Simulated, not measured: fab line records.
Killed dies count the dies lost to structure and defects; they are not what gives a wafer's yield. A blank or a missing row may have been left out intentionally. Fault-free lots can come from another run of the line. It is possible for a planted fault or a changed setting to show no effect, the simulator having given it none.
Tool commonality check :: flow sky130 :: 13 lots, 45 wafers sampled

## WHY IT WAS OPENED
At SKY_LDD_P_TW_MEAS_11 the reading LDD_P_TW is flagged on 2 of 13 lots. Fault-free wafers read 628.6, with a standard deviation of 2.6.
Rule: a lot gets a flag if all its wafers with a number sit over 4 standard deviations from that mean, or if no wafer of it has a number. The other lots count as sound.

lot: L301
measured: day 19 06:19
on: film_metro-03
LDD_P_TW, wafer by wafer: 629.3 634.3 633.8
flag: 

lot: L304
measured: day 20 16:01
on: film_metro-04
LDD_P_TW, wafer by wafer: 631.9 631.8 633.4
flag: 

lot: L303
measured: day 20 16:15
on: film_metro-04
LDD_P_TW, wafer by wafer: 629.9 636.2 630.7
flag: 

lot: L308
measured: day 21 18:01
on: film_metro-03
LDD_P_TW, wafer by wafer: 29.7 29.6 29.7 29.7 29.6 29.5
flag: FLAGGED

lot: L307
measured: day 21 18:19
on: film_metro-03
LDD_P_TW, wafer by wafer: 29.4 29.6 29.6 29.6 29.6 29.6
flag: FLAGGED

lot: L309
measured: day 22 06:40
on: film_metro-03
LDD_P_TW, wafer by wafer: 625.3 628.9 629.8
flag: 

lot: L312
measured: day 24 16:34
on: film_metro-01
LDD_P_TW, wafer by wafer: 628.8 629.5 629.2
flag: 

lot: L315
measured: day 24 18:06
on: film_metro-01
LDD_P_TW, wafer by wafer: 626.5 631.0 628.2
flag: 

lot: L317
measured: day 25 00:39
on: film_metro-03
LDD_P_TW, wafer by wafer: 626.5 628.9 628.2
flag: 

lot: L318
measured: day 25 05:01
on: film_metro-01
LDD_P_TW, wafer by wafer: 630.4 628.3 628.0
flag: 

lot: L319
measured: day 25 23:19
on: film_metro-03
LDD_P_TW, wafer by wafer: 626.6 628.1 625.9
flag: 

lot: L322
measured: day 26 15:36
on: film_metro-03
LDD_P_TW, wafer by wafer: 628.0 627.2 627.5
flag: 

lot: L321
measured: day 26 17:21
on: film_metro-03
LDD_P_TW, wafer by wafer: 623.4 627.5 627.5
flag: 
The numbers of the flagged lots are 29.6 on average: -599.0 against the usual, or -99 or more standard deviations.

## WHICH TOOL EACH LOT WENT THROUGH
Before the reading, the record contains 2 process steps out of a 708-step route. Each cell gives the tool, then ch followed by the chambers the sampled wafers passed through, then the start.
lot: L301
flag: 
SKY_LDD_N_STRIP_16: plasma_asher-03 ch 0,1, day 18 01:13
SKY_LDD_P_STRIP_10: plasma_asher-04 ch 0,1, day 19 06:14

lot: L304
flag: 
SKY_LDD_N_STRIP_16: plasma_asher-01 ch 0,1, day 19 10:55
SKY_LDD_P_STRIP_10: plasma_asher-02 ch 0,1, day 20 15:56

lot: L303
flag: 
SKY_LDD_N_STRIP_16: plasma_asher-03 ch 0,1, day 19 10:53
SKY_LDD_P_STRIP_10: plasma_asher-04 ch 0,1, day 20 16:09

lot: L308
flag: FLAGGED
SKY_LDD_N_STRIP_16: plasma_asher-03 ch 0,1, day 20 13:01
SKY_LDD_P_STRIP_10: plasma_asher-04 ch 0,1, day 21 17:56

lot: L307
flag: FLAGGED
SKY_LDD_N_STRIP_16: plasma_asher-01 ch 0,1, day 20 13:17
SKY_LDD_P_STRIP_10: plasma_asher-02 ch 0,1, day 21 18:12

lot: L309
flag: 
SKY_LDD_N_STRIP_16: plasma_asher-04 ch 0,1, day 20 23:40
SKY_LDD_P_STRIP_10: plasma_asher-03 ch 0,1, day 22 06:34

lot: L312
flag: 
SKY_LDD_N_STRIP_16: plasma_asher-03 ch 0,1, day 23 11:07
SKY_LDD_P_STRIP_10: plasma_asher-02 ch 0,1, day 24 16:29

lot: L315
flag: 
SKY_LDD_N_STRIP_16: plasma_asher-03 ch 0,1, day 23 12:17
SKY_LDD_P_STRIP_10: plasma_asher-03 ch 0,1, day 24 18:00

lot: L317
flag: 
SKY_LDD_N_STRIP_16: plasma_asher-03 ch 0,1, day 23 18:35
SKY_LDD_P_STRIP_10: plasma_asher-04 ch 1, day 25 00:33

lot: L318
flag: 
SKY_LDD_N_STRIP_16: plasma_asher-04 ch 0,1, day 24 00:07
SKY_LDD_P_STRIP_10: plasma_asher-04 ch 0,1, day 25 04:56

lot: L319
flag: 
SKY_LDD_N_STRIP_16: plasma_asher-03 ch 0,1, day 24 16:49
SKY_LDD_P_STRIP_10: plasma_asher-03 ch 0,1, day 25 23:14

lot: L322
flag: 
SKY_LDD_N_STRIP_16: plasma_asher-04 ch 0,1, day 25 10:08
SKY_LDD_P_STRIP_10: plasma_asher-03 ch 1, day 26 15:30

lot: L321
flag: 
SKY_LDD_N_STRIP_16: plasma_asher-03 ch 0,1, day 25 11:59
SKY_LDD_P_STRIP_10: plasma_asher-02 ch 0,1, day 26 17:15
These steps, and what they do:
- SKY_LDD_N_STRIP_16: strips in O2/N2.
- SKY_LDD_P_STRIP_10: strips in O2/N2.
- SKY_LDD_P_TW_MEAS_11

## FLAGGED OVER TOTAL, TOOL BY TOOL (the gauges that took the reading come last)
step: SKY_LDD_N_STRIP_16
tool: plasma_asher-01
lots run: 2
flagged: 1
share of the flagged lots: some
sound lots run after its first flagged lot: 0

step: SKY_LDD_N_STRIP_16
tool: plasma_asher-03
lots run: 8
flagged: 1
share of the flagged lots: some
sound lots run after its first flagged lot: 5 (L312,L315,L317,L319,L321)

step: SKY_LDD_N_STRIP_16
tool: plasma_asher-04
lots run: 3
flagged: 0
share of the flagged lots: none
sound lots run after its first flagged lot: -

step: SKY_LDD_P_STRIP_10
tool: plasma_asher-02
lots run: 4
flagged: 1
share of the flagged lots: some
sound lots run after its first flagged lot: 2 (L312,L321)

step: SKY_LDD_P_STRIP_10
tool: plasma_asher-03
lots run: 4
flagged: 0
share of the flagged lots: none
sound lots run after its first flagged lot: -

step: SKY_LDD_P_STRIP_10
tool: plasma_asher-04
lots run: 5
flagged: 1
share of the flagged lots: some
sound lots run after its first flagged lot: 2 (L317,L318)

step: SKY_LDD_P_TW_MEAS_11
tool: film_metro-01
lots run: 3
flagged: 0
share of the flagged lots: none
sound lots run after its first flagged lot: -

step: SKY_LDD_P_TW_MEAS_11
tool: film_metro-03
lots run: 8
flagged: 2
share of the flagged lots: all
sound lots run after its first flagged lot: 5 (L309,L317,L319,L322,L321)

step: SKY_LDD_P_TW_MEAS_11
tool: film_metro-04
lots run: 2
flagged: 0
share of the flagged lots: none
sound lots run after its first flagged lot: -

## THE TABLE: WHAT IT ALLOWS
Rows of the table that ran each flagged lot: 1, that is film_metro-03 at SKY_LDD_P_TW_MEAS_11.
- film_metro-03 at SKY_LDD_P_TW_MEAS_11 ran 8 lots, 2 of them flagged. Sound lots ran on it after the first flagged one (L309, L317, L319, L322, L321), which a lasting fault on the whole tool wouldn't allow.
There is no row in the table that ran each flagged lot and no sound lot after the first.

## WHAT WAS PUT IN BY THE SIMULATOR
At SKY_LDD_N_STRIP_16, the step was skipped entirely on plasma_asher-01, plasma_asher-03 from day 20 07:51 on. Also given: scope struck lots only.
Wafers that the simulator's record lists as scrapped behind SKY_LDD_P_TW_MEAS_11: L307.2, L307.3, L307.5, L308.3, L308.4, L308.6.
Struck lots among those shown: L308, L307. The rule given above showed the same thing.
